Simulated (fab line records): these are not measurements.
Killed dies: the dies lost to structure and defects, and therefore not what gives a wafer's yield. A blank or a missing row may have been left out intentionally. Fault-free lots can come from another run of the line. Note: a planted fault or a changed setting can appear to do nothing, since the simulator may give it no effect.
One fault seen from 2 desks :: flow gf180mcu :: only its own numbers are on each desk; what lay behind them is given at the end

THE TOOL OWNER'S DESK: furnace-01
The tool's own readings at GF_DUAL_GATE_OXIDATION_15 (stabilise 600 s, purge 300 s, target thk 7.098 nm): means of the sampled wafers that have a number, for each lot that ran on this tool. Any lot whose mean is over 4 standard deviations away from the usual mean is out of limits and marked OUT; that distance is given in the brackets.
Columns: A = tubeCenterTempC at GF_DUAL_GATE_OXIDATION_15, usual 849.99 C; B = zonePowerBottomPct at GF_DUAL_GATE_OXIDATION_15, usual 23.9 %
lot: L275
first seen here: day 11 21:31
A: 850.08
B: 23.4

lot: L279
first seen here: day 12 20:55
A: 849.99
B: 23.3

lot: L281
first seen here: day 13 15:40
A: 850.00
B: 23.3
Finding of this desk: none of the 3 lots has anything out of limits.

AT THE METROLOGY DESK
Means of the sampled wafers that have a number, per lot and without regard to the tool the lot ran on: this is what the gauges read. Any lot whose mean is over 4 standard deviations away from the usual mean is out of limits and marked OUT; that distance is given in the brackets.
Columns: A = DUAL_GATE_OXIDATION_00_THK at GF_DUAL_GATE_THK_MEAS_03, usual 10.96 nm; B = DUAL_GATE_OVL at GF_DUAL_GATE_OVL_MEAS_11, usual 0.2 nm
lot: L265
first seen here: day 8 12:37
A: 11.01
B: 0.2

lot: L267
first seen here: day 8 20:01
A: 10.73
B: -0.5

lot: L275
first seen here: day 11 02:24
A: 10.92
B: 0.5

lot: L278
first seen here: day 11 19:19
A: 11.07
B: -0.5

lot: L279
first seen here: day 12 01:33
A: 10.91
B: -1.2

lot: L281
first seen here: day 12 19:25
A: 11.06
B: 2.0
Finding of this desk: none of the 6 lots has anything out of limits.

PUT TOGETHER
The desk of the tool owner found nothing out of limits.
From the metrology desk's view, nothing was out of limits.

WHAT HAD BEEN PUT IN BY THE SIMULATOR
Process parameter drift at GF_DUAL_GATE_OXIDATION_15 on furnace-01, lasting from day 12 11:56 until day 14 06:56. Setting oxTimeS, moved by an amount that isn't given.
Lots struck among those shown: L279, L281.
